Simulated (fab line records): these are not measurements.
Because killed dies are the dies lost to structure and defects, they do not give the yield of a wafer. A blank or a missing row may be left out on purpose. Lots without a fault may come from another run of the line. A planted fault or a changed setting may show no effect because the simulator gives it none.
Which tool is to blame? ; flow gf180mcu ; at 1 step of a route of 602, 12 lots with 36 wafers sampled

== WHAT THE GAUGES READ, wafer by wafer ==
GF_MVSD_OVL_MEAS_07. Usual: MVSD_OVL -0.4 nm, standard deviation 1.6.
lot;measured;on;MVSD_OVL (nm);flag
L756;day 4 08:55;overlay-01;0.4 0.1 -0.1;
L758;day 5 00:59;overlay-02;-0.6 -1.0 -1.6;
L761;day 5 16:13;overlay-02;-0.7 -1.5 -2.2;
L764;day 6 08:43;overlay-02;-0.6 -0.6 -0.5;
L765;day 6 11:40;overlay-01;-1.5 -1.1 -0.6;
L766;day 6 20:30;overlay-02;-0.6 -0.8 -0.7;
L767;day 7 01:43;overlay-02;0.9 -0.1 -0.2;
L768;day 7 07:46;overlay-01;-0.3 1.4 2.0;
L769;day 7 14:13;overlay-01;-0.5 0.1 0.8;
L772;day 8 05:10;overlay-01;0.0 -2.6 -1.6;
L773;day 9 00:41;overlay-02;1.1 0.3 1.2;
L775;day 9 06:10;overlay-01;0.1 1.9 -0.1;

== TOOL THAT RAN EACH LOT (tool first, then ch and the chambers of the sampled wafers, then the start) ==
There is no process step in the record ahead of these readings.

== AS READ BY THE TOOLS THEMSELVES (means over the sampled wafers that have a number; for cases with no such wafer, the mark the record gives instead) ==
The record holds no such reading with a usual standard deviation.

== THE ANSWER, worked out from the rows above alone ==
Rule: a lot is off if the mean of its wafers that have a number lies more than 3 standard deviations from the usual mean. Also off: a lot with no number at a reading for which 4 or more lots have one. Any other lot the step has rows for is counted as sound. The gauges are gone through in route order, then the tools' own readings, and for those a lot's mean is taken as printed above. The first step at which some lot is off is used, and at that step the reading that is off furthest; a lot without a number counts as furthest.
Across all readings shown, no lot is off: no conclusion can be drawn from this.

== WHAT THE SIMULATOR HAD PUT IN ==
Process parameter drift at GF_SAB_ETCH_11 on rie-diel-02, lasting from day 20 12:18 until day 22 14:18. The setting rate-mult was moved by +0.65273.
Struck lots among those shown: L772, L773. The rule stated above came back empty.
